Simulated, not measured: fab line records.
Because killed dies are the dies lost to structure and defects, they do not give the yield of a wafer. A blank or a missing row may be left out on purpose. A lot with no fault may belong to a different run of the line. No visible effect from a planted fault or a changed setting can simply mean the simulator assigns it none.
One fault through the eyes of 2 desks + flow gf180mcu + what lay behind the numbers comes last; until then each desk has only its own

## FOR THE TOOL OWNER'S DESK: implanter-03
For each lot that ran on this tool, the mean over its sampled wafers that have a number, from the tool's own readings at GF_HV_LDD_IMPLANT_48. If a lot's mean is further than 4 standard deviations from the usual mean, the lot is out of limits and carries the mark OUT (the distance appears in the brackets).
Columns: A = dose_ions_cm2 at GF_HV_LDD_IMPLANT_48, usual 3e+13
| lot  | first seen here | A               |
|------|-----------------|-----------------|
| L970 | day 13 00:56    | 3e+13           |
| L973 | day 13 16:22    | 3e+13           |
| L972 | day 13 18:08    | 3e+13           |
| L975 | day 14 08:21    | 3e+13           |
| L976 | day 14 20:13    | 3e+13           |
| L982 | day 16 14:52    | 3e+13           |
| L988 | day 18 21:19    | 3e+13 (-43) OUT |
| L990 | day 19 07:50    | 3e+13 (-43) OUT |
Finding of this desk: L988, L990 out of limits; the first was L988 at day 18 21:19, on dose_ions_cm2 at GF_HV_LDD_IMPLANT_48. L970, L973, L972, L975, L976, L982: within limits.

## AT THE METROLOGY DESK
What the gauges read, lot by lot, whatever tool the lot ran on: means of the sampled wafers that have a number. If a lot's mean is further than 4 standard deviations from the usual mean, the lot is out of limits and carries the mark OUT (the distance appears in the brackets).
Columns: A = VT_IMPLANT_3_TW at GF_VT_IMPLANT_TW_MEAS_32, usual 268.9; B = HV_LDD_4_TW at GF_HV_LDD_TW_MEAS_50, usual 571.1; C = V1_W_RS at GF_V1_RS_MEAS_24, usual 0.330 ohm/sq
| lot  | first seen here | A     | B     | C     |
|------|-----------------|-------|-------|-------|
| L969 | day 7 04:09     | 268.8 | 570.1 | 0.331 |
| L970 | day 7 07:48     | 269.1 | 575.1 | 0.328 |
| L973 | day 7 23:12     | 266.5 | 574.5 | 0.328 |
| L972 | day 8 00:50     | 269.3 | 566.5 | 0.324 |
| L975 | day 8 12:55     | 269.9 | 571.1 | 0.329 |
| L976 | day 8 21:21     | 270.5 | 570.4 | 0.330 |
| L977 | day 8 23:19     | 267.5 | 571.2 | 0.333 |
| L980 | day 9 21:49     | 266.1 | 568.6 | 0.330 |
| L982 | day 10 08:50    | 271.0 | 571.4 | 0.334 |
| L988 | day 12 05:20    | 271.9 | 564.8 | 0.326 |
| L989 | day 12 06:03    | 271.6 | 571.2 | 0.338 |
| L990 | day 12 12:11    | 269.6 | 563.5 | 0.336 |
| L991 | day 12 20:51    | 271.2 | 572.7 | 0.331 |
| L992 | day 13 03:35    | 270.1 | 567.7 | 0.330 |
This desk's finding: nothing out of limits on any of the 14 lots.

## BROUGHT TOGETHER
The tool owner's desk could have raised an alarm at day 18 21:19, on L988, L990.
Metrology desk: nothing out of limits seen.
The metrology desk holds a record of L988, L990, inside its limits.
GF_HV_LDD_IMPLANT_48 was run on implanter-03 by each of the lots named.

## WHAT THE SIMULATOR PUT IN
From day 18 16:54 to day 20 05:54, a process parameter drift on implanter-03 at GF_HV_LDD_IMPLANT_48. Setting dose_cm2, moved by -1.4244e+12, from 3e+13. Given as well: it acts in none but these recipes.
Lots struck among those shown: L988, L990.
Time in hours from fault onset to the first out-of-limits reading at each desk: the tool owner's desk, 4.
